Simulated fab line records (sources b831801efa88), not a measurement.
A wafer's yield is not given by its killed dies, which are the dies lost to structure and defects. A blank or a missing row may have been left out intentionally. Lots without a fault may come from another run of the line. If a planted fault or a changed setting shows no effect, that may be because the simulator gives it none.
Which of the tools did it? -- flow sky130 -- Sampling: 24 lots, 72 wafers, 3 of 708 route steps

== WHAT THE GAUGES READ, wafer by wafer ==
SKY_VT_ADJUST_HVTR_CD_MEAS_07: target cd 380 nm.
lot,measured,on,cd_nm (nm)
L074,day 9 13:20,cd_sem-02,383.4 385.9 386.3
L075,day 9 19:47,cd_sem-02,378.9 381.2 377.0
L076,day 10 02:42,cd_sem-01,380.0 381.1 380.3
L077,day 10 07:04,cd_sem-01,374.9 378.0 378.5
L079,day 10 17:46,cd_sem-02,383.3 384.3 382.1
L078,day 10 21:57,cd_sem-02,379.5 377.8 379.1
L080,day 11 06:44,cd_sem-02,383.2 381.5 382.6
L081,day 11 15:41,cd_sem-02,382.5 380.7 381.3
L082,day 12 07:00,cd_sem-02,376.8 376.8 377.8
L083,day 12 07:38,cd_sem-02,380.4 378.6 379.5
L084,day 12 23:56,cd_sem-01,377.3 377.0 377.3
L085,day 13 09:30,cd_sem-01,384.2 381.3 383.4
L086,day 13 09:47,cd_sem-02,377.6 378.4 377.3
L087,day 13 13:00,cd_sem-02,380.6 378.5 382.3
L088,day 14 00:08,cd_sem-01,379.0 378.1 379.6
L089,day 14 04:50,cd_sem-02,377.8 379.2 376.4
L090,day 14 12:11,cd_sem-01,379.6 380.3 380.9
L091,day 14 17:24,cd_sem-02,377.1 378.1 376.4
L092,day 14 21:20,cd_sem-02,384.2 384.5 387.3
L093,day 15 06:29,cd_sem-02,380.0 379.5 380.1
L094,day 15 14:46,cd_sem-01,378.6 380.6 378.5
L095,day 16 00:02,cd_sem-02,384.1 386.0 381.9
L096,day 16 06:45,cd_sem-02,381.8 383.4 383.1
L097,day 16 11:35,cd_sem-02,380.6 381.3 381.0

SKY_SD_N_RS_MEAS_18: the measuring method here is four-point-probe.
lot,measured,on,RES_XHIGH_RS (ohm/sq)
L074,day 29 04:02,film_metro-04,332.2 332.2 332.8
L075,day 29 03:38,film_metro-03,333.3 333.4 333.1
L076,day 29 05:29,film_metro-04,332.6 332.3 333.9
L077,day 29 05:14,film_metro-03,333.8 332.5 333.1
L079,day 29 04:49,film_metro-04,333.9 334.8 334.5
L078,day 29 05:55,film_metro-02,335.6 333.7 335.0
L080,day 29 06:19,film_metro-04,332.7 333.1 333.1
L081,day 29 12:13,film_metro-04,332.7 331.2 332.1
L082,day 30 15:32,film_metro-02,333.6 333.3 334.2
L083,day 30 18:25,film_metro-04,334.8 334.5 334.6
L084,day 31 02:34,film_metro-04,333.4 332.3 333.7
L085,day 36 00:23,film_metro-02,332.6 330.6 332.5
L086,day 35 20:40,film_metro-02,334.2 332.9 333.5
L087,day 35 21:59,film_metro-02,334.5 336.0 335.0
L088,day 35 23:19,film_metro-02,334.9 334.3 334.2
L089,day 35 22:16,film_metro-03,332.2 332.9 331.7
L090,day 36 02:28,film_metro-04,334.5 333.7 333.8
L091,day 36 01:38,film_metro-02,334.1 335.2 335.3
L092,day 36 07:15,film_metro-04,334.9 334.3 333.5
L093,day 35 22:26,film_metro-02,334.1 333.7 334.1
L094,day 36 02:59,film_metro-03,332.9 332.6 333.3
L095,day 36 00:55,film_metro-03,332.5 334.1 333.3
L096,day 36 03:53,film_metro-03,332.4 332.7 331.8
L097,day 36 04:04,film_metro-04,332.6 333.2 331.6

SKY_CONTACT_BOW_MEAS_05.
lot,measured,on,CONTACT_BOW (um)
L074,day 31 16:40,film_metro-02,92 83 89
L075,day 31 15:10,film_metro-01,89 88 80
L076,day 31 17:28,film_metro-01,80 77 85
L077,day 31 17:13,film_metro-01,86 77 82
L079,day 31 17:09,film_metro-02,79 97 80
L078,day 31 17:34,film_metro-02,85 93 94
L080,day 31 17:49,film_metro-01,79 84 80
L081,day 31 22:13,film_metro-01,83 80 83
L082,day 33 02:13,film_metro-04,85 70 84
L083,day 33 04:17,film_metro-04,95 85 82
L084,day 33 11:40,film_metro-01,86 82 90
L085,day 38 05:58,film_metro-01,87 90 89
L086,day 38 03:01,film_metro-04,85 79 73
L087,day 38 04:41,film_metro-02,84 79 77
L088,day 38 05:41,film_metro-02,91 95 85
L089,day 38 05:07,film_metro-01,84 84 80
L090,day 38 08:43,film_metro-02,79 80 86
L091,day 38 07:08,film_metro-04,91 85 82
L092,day 38 12:22,film_metro-02,77 81 75
L093,day 38 05:15,film_metro-02,79 79 79
L094,day 38 09:02,film_metro-01,87 85 93
L095,day 38 06:52,film_metro-02,87 91 70
L096,day 38 10:20,film_metro-01,86 87 86
L097,day 38 11:04,film_metro-04,93 81 82

== WHICH TOOL RAN EACH LOT (tool, then ch and the chambers of the sampled wafers, then the start) ==
Before these readings, the record contains no process step.

== WHAT THE TOOLS THEMSELVES READ (means of the sampled wafers that have a number; where no wafer has one, the mark that the record gives instead) ==
The record holds no such reading with a usual standard deviation.

== THE ANSWER, worked out from the rows above alone ==
Rule: the lots themselves supply what counts as usual. The widest of any qualifying gaps counts: lots, ordered by their means at a reading, are off when they make up no more than a third of the lots, leave a main group of 4 or more, and stand apart from it by 3 or more times the standard deviation of that group's means. Not used: any main group whose means are identical at the precision the tables above print for the reading. A lot without any number at a reading at which 4 lots or more have one is off too. All remaining lots with rows at the step are treated as sound. Order of review: gauges by route order, followed by the tools' own readings, for which a lot's mean as printed above is used. At the first step where some lot is off, the reading lying furthest off is the one used; lots without a number count as furthest.
Nothing can be told from this: no lot is off at any reading shown.

== WHAT WAS PUT IN BY THE SIMULATOR ==
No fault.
